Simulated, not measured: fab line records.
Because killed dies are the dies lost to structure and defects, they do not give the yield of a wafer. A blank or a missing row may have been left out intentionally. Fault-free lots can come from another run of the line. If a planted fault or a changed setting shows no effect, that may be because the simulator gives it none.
Problem report, 8D (eight disciplines) form, completed by code	flow sky130	the parts of the form that need people (team, actions taken, sign-off) are left out

## 1. WHAT WENT WRONG
Wafers without a fault read 24, standard deviation 4.8; killedAtContacts at SKY_PAD_OPEN_PROBE_99 reads a mean of 72 on 6 wafers belonging to 2 lots. That is +10 standard deviations from the usual mean.
Earliest sighting: wafer L955.1 on prober-02 at day 48 12:58. The record has a number at this step for 6 wafers belonging to 2 lots. Rule for "out" (also "out of limits"): further than 4 standard deviations from the usual mean. The other wafers with a number count as sound.

## 2. WHAT IT IS; WHAT IT IS NOT
question	is	is not
which readings at this step	killedAtContacts, killedDies	killed_at_M0_to_M3, killed_at_M4_up, killedAtOther, killedOpen
which lots	L955, L957	-
which wafers of those lots	all that have a number	-
read on which tools	prober-01, prober-02	-
when	from day 48 12:58	up to then (0 sound wafers)

## 3. SUSPECTS, AND WHAT RULES EACH OUT
Counting: any tool at a process step up to the reading is kept as a suspect provided that every lot that is out went through it and no sound lot did after the first of them.
- cvdW-01 at SKY_CONTACT_CVD_24 (deposits W, target thk 340 nm, time 102.12 s): kept. It ran every lot that is out, first L955 (day 35 04:37), and no sound lot after that.
Remaining after the count: cvdW-01 at SKY_CONTACT_CVD_24.

## 4. THE CAUSE (what the simulator had put in)
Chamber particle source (cvdW-01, SKY_CONTACT_CVD_24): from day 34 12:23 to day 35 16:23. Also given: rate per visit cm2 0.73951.
After counting, this tool was the only one left.

## 5. THE EFFECT CHAIN, in route order
Rows list readings where the struck wafers' mean (over those with a number) sits beyond 3 standard deviations from the usual. Readings are gone through only where the record gives a usual standard deviation; hours: the median, over the lots, of the time from a lot's start at the first step in this table giving one to that lot's start at this step; sigmas: the change measured in usual standard deviations.
hours	step	reading	usual	on struck wafers	change	sigmas
0	SKY_PAD_OPEN_PROBE_99	killedAtContacts	24	72	+48	+10
0	SKY_PAD_OPEN_PROBE_99	killedDies	85	133	+48	+5.7
Its process steps:
- SKY_PAD_OPEN_PROBE_99

## 6. WHAT WOULD HAVE CAUGHT IT SOONER
The fault began at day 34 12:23; the first out-of-limits reading in this record came at day 48 12:58, 337 hours later.
Of the tool readings at SKY_CONTACT_CVD_24 for which the record gives a usual standard deviation, none was out on any struck wafer, so an alarm limit of 4 standard deviations on them would not have fired.
By day 48 12:58 the whole set of lots that are out, 2 in number, had already begun SKY_CONTACT_CVD_24 on cvdW-01. None of them would have been spared by holding the tool at that moment.
